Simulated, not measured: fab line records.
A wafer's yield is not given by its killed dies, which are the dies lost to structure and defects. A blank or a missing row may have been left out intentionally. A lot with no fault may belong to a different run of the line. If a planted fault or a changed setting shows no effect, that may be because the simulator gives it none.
What tool caused it?    flow gf180mcu    12 lots, 36 wafers sampled, at 6 steps of a route of 602

## WHAT THE GAUGES SHOWED, per wafer
GF_HV_LDD_CD_MEAS_19: the cd target is 400 nm.
lot   measured      on        cdNm (nm)
L657  day 10 18:26  cdSem-01  400.1 399.5 398.8
L659  day 11 13:24  cdSem-01  401.6 400.4 402.9
L660  day 11 21:02  cdSem-01  397.8 400.6 399.8
L662  day 12 12:18  cdSem-02  398.3 400.3 400.9
L666  day 13 14:30  cdSem-01  399.6 401.9 -
L668  day 14 03:42  cdSem-02  400.7 400.7 -
L673  day 15 19:08  cdSem-01  401.4 401.7 403.0
L675  day 16 14:30  cdSem-01  397.8 399.5 399.2
L676  day 16 23:56  cdSem-01  395.8 394.6 395.6
L677  day 17 04:36  cdSem-01  402.6 401.4 399.9
L678  day 17 09:23  cdSem-01  398.9 398.4 397.1
L680  day 18 03:27  cdSem-02  396.4 398.0 400.4

GF_HV_LDD_OVL_MEAS_20.
lot   measured      on          HV_LDD_01_OVL (nm)
L657  day 10 18:34  overlay-01  0.7 2.1 1.3
L659  day 11 13:31  overlay-02  -1.3 -0.4 -2.4
L660  day 11 21:09  overlay-01  -1.1 -0.6 -0.2
L662  day 12 12:23  overlay-02  0.8 0.7 -0.5
L666  day 13 14:37  overlay-01  0.5 0.9 -
L668  day 14 03:49  overlay-02  1.5 1.9 -
L673  day 15 19:16  overlay-01  0.8 -1.2 -0.8
L675  day 16 14:37  overlay-01  0.1 -1.6 -0.3
L676  day 17 00:01  overlay-01  -1.4 -1.0 -1.4
L677  day 17 04:43  overlay-01  -0.1 -0.7 -0.2
L678  day 17 09:30  overlay-01  -1.0 -0.8 1.5
L680  day 18 03:33  overlay-02  0.5 0.3 -0.6

GF_HV_LDD_TW_MEAS_23.
lot   measured      on            HV_LDD_2_TW
L657  day 10 18:51  filmMetro-03  1053 1053 1056
L659  day 11 13:49  filmMetro-03  1053 1053 1058
L660  day 11 21:26  filmMetro-03  1055 1055 1057
L662  day 12 12:41  filmMetro-03  1041 1042 1041
L666  day 13 14:55  filmMetro-03  1046 1047 30
L668  day 14 04:07  filmMetro-02  1060 1058 30
L673  day 15 19:32  filmMetro-04  1043 1043 1032
L675  day 16 14:54  filmMetro-02  1066 1072 1067
L676  day 17 00:19  filmMetro-04  1046 1045 1041
L677  day 17 05:00  filmMetro-04  1046 1043 1048
L678  day 17 09:47  filmMetro-03  1045 1048 1048
L680  day 18 03:50  filmMetro-04  1048 1045 1035

GF_M2_CD_MEAS_14: the cd target is 280 nm.
lot   measured      on        cdNm (nm)
L657  day 19 02:23  cdSem-02  282.2 280.8 281.4
L659  day 20 05:59  cdSem-01  280.6 280.8 280.4
L660  day 20 14:48  cdSem-01  278.1 279.1 279.7
L662  day 21 11:29  cdSem-01  278.7 280.2 280.0
L666  day 22 14:39  cdSem-01  279.0 279.6
L668  day 23 05:53  cdSem-02  280.6 279.1
L673  day 25 02:26  cdSem-01  280.8 281.1 281.9
L675  day 25 17:49  cdSem-01  280.9 281.6 280.2
L676  day 26 03:20  cdSem-02  279.0 278.0 279.0
L677  day 26 08:00  cdSem-02  279.6 280.3 279.8
L678  day 26 11:30  cdSem-02  279.7 280.6 279.3
L680  day 27 03:51  cdSem-02  279.9 280.3 281.3

GF_V4_OVL_MEAS_15.
lot   measured      on          V4_OVL (nm)
L657  day 24 08:37  overlay-01  -11 -1 -3
L659  day 25 10:15  overlay-02  -12 -11 0
L660  day 25 17:18  overlay-02  4 5 4
L662  day 26 10:52  overlay-01  -3 -9 -10
L666  day 27 10:22  overlay-01  2 0
L668  day 28 00:33  overlay-02  -4 -8
L673  day 29 15:10  overlay-01  -12 -7 -1
L675  day 30 04:16  overlay-02  -3 -2 -2
L676  day 30 13:14  overlay-02  3 -11 -4
L677  day 30 16:47  overlay-01  -17 -5 -10
L678  day 30 20:26  overlay-01  -8 -2 0
L680  day 31 10:25  overlay-02  -2 -14 -1

## EACH LOT AND THE TOOL THAT RAN IT (in order: tool; ch and the chambers of the sampled wafers; start)
lot   GF_HV_LDD_DEVELOP_18
L657  lithoTrack-03 ch 0, day 10 18:17
L659  lithoTrack-01 ch 0, day 11 13:10
L660  lithoTrack-02 ch 0, day 11 20:53
L662  lithoTrack-01 ch 0, day 12 12:10
L666  lithoTrack-01 ch 0, day 13 14:21
L668  lithoTrack-01 ch 0, day 14 03:33
L673  lithoTrack-03 ch 0, day 15 18:59
L675  lithoTrack-02 ch 0, day 16 14:21
L676  lithoTrack-03 ch 0, day 16 23:47
L677  lithoTrack-02 ch 0, day 17 04:27
L678  lithoTrack-02 ch 0, day 17 09:14
L680  lithoTrack-02 ch 0, day 18 03:18
- GF_HV_LDD_DEVELOP_18: develop time 60 s.

## AS READ BY THE TOOLS THEMSELVES (means over the sampled wafers that have a number; for cases with no such wafer, the mark the record gives instead)
GF_HV_LDD_DEVELOP_18.
lot   tool           developerTempC (C)
L657  lithoTrack-03  23.02
L659  lithoTrack-01  22.80
L660  lithoTrack-02  22.92
L662  lithoTrack-01  22.98
L666  lithoTrack-01  23.04
L668  lithoTrack-01  23.06
L673  lithoTrack-03  23.12
L675  lithoTrack-02  22.87
L676  lithoTrack-03  23.09
L677  lithoTrack-02  22.89
L678  lithoTrack-02  23.00
L680  lithoTrack-02  22.77

## THE ANSWER, worked out from the rows above alone
Rule: the usual values come from the lots themselves. Put in order of their means at a reading, lots are off if they are a third of the lots or fewer, leave a main group of 4 or more, and stand apart from it by a gap of 3 or more times the standard deviation of the main group's means; of several such gaps the widest counts. If all means in a main group match to the digits the tables above print for the reading, that group is not used. Also off: a lot with no number at a reading for which 4 or more lots have one. The other lots that the step has rows for count as sound. The gauges are gone through in route order, then the tools' own readings, and for those a lot's mean is taken as printed above. The first step at which some lot is off is used, and at that step the reading that is off furthest; a lot without a number counts as furthest.
Off: at GF_HV_LDD_TW_MEAS_23 (HV_LDD_2_TW), L666, L668. Mean 1049 and standard deviation 8.4 in the main group.
If a tool, at a process step before that reading, ran all the lots that are off and no sound lot after the first of them, it fits. Those tools and the gauges at GF_HV_LDD_TW_MEAS_23 are tried in the same way. One candidate fits, namely lithoTrack-01 at GF_HV_LDD_DEVELOP_18. A fault onset in the window from L662 (day 12 12:10, its last sound lot) to L666 (day 13 14:21, its first lot off) fits.

## WHAT THE SIMULATOR PUT IN
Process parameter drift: lithoTrack-01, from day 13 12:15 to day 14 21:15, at GF_HV_LDD_DEVELOP_18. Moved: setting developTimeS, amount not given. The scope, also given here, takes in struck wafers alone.
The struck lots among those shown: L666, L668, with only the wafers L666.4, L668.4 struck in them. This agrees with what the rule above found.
